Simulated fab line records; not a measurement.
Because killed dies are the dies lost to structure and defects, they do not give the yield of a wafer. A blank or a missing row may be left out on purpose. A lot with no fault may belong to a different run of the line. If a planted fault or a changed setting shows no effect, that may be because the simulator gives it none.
8D (eight disciplines) problem report, filled in by code :: flow sky130 :: the parts of the form that need people (team, actions taken, sign-off) are left out

== 1. PROBLEM STATEMENT ==
cd_nm at SKY_VT_ADJUST_HVTP_CD_MEAS_07 reads a mean of 366.7 nm on 1 wafer of 1 lot; wafers without a fault read 379.6 nm with a standard deviation of 2.7. Relative to the usual mean, that is a shift of -4.8 standard deviations.
The step: target cd 380 nm.
Seen first at day 9 21:49 on cd_sem-02, wafer L696.4. The record holds 35 wafers of 12 lots with a number at this step. Rule for "out" (also "out of limits"): further than 4 standard deviations from the usual mean. All remaining wafers that have a number are taken as sound.

== 2. WHAT THIS IS AND IS NOT ==
question: which readings at this step
is: cd_nm
is not: -

question: which lots
is: L696
is not: L681, L682, L683, L684, L685, L686, L687, L698, L701, L702, L703

question: which wafers of those lots
is: L696.4
is not: L696.1

question: read on which gauges
is: cd_sem-02
is not: cd_sem-01

question: when
is: from day 9 21:49
is not: up to then (22 sound wafers); but 12 sound wafers of L698, L701, L702, L703 came after

== 3. THE SUSPECTS, EACH WITH WHAT RULES IT OUT ==
Counting: if a tool at a process step up to the reading ran every lot that is out, it stays a suspect. Sound lots after the first of them don't rule it out here, since some wafers of a struck lot are sound.
- the gauge at SKY_VT_ADJUST_HVTP_CD_MEAS_07: kept. All the wafers that are out were read on cd_sem-02, and no step on other tools shows them out.
- plasma_asher-02 at SKY_NWELL_STRIP_14 (strips in O2/N2): kept. L696, the lot that is out, went through it at day 8 02:20; up to then, the latest sound lot through it was L682 at day 4 18:11.
- litho_track-04 at SKY_VT_ADJUST_HVTP_DEVELOP_06 (develop time 60 s): kept. L696, the lot that is out, went through it at day 9 21:40; up to then, the latest sound lot through it was L687 at day 7 15:47.
- Within plasma_asher-02 at SKY_NWELL_STRIP_14: the wafers that are out ran in chamber 0; their sound lot-mates ran in chamber 1.
The count leaves plasma_asher-02 at SKY_NWELL_STRIP_14, litho_track-04 at SKY_VT_ADJUST_HVTP_DEVELOP_06, and cd_sem-02 at SKY_VT_ADJUST_HVTP_CD_MEAS_07.

== 4. THE CAUSE (what the simulator had put in) ==
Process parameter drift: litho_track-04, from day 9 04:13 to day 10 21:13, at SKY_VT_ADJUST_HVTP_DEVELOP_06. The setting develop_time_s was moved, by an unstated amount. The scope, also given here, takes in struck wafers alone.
3 suspects survive the count, and this tool is in that group.

== 5. SEQUENCE OF EFFECTS, ordered by route ==
Each row: a reading where the mean over the struck wafers with a number is more than 3 standard deviations away from the usual. Only readings whose record carries a usual standard deviation are examined. hours: median over the lots of the time between each lot's start at the first step of this table that gives one and its start at this step. sigmas: the change, counted in usual standard deviations.
hours: 0
step: SKY_VT_ADJUST_HVTP_CD_MEAS_07
reading: cd_nm
usual: 379.6 nm
on struck wafers: 366.7
change: -12.9
sigmas: -4.8

== 6. HOW IT WOULD HAVE BEEN CAUGHT EARLIER ==
18 hours passed between the start of the fault at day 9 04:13 and the first reading out of limits at a measuring or inspecting step in this record, taken at day 9 21:49.
By day 9 21:49 the whole set of lots that are out, 1 in number, had already begun SKY_VT_ADJUST_HVTP_DEVELOP_06 on litho_track-04. A hold on the tool at that time would have spared none of them.
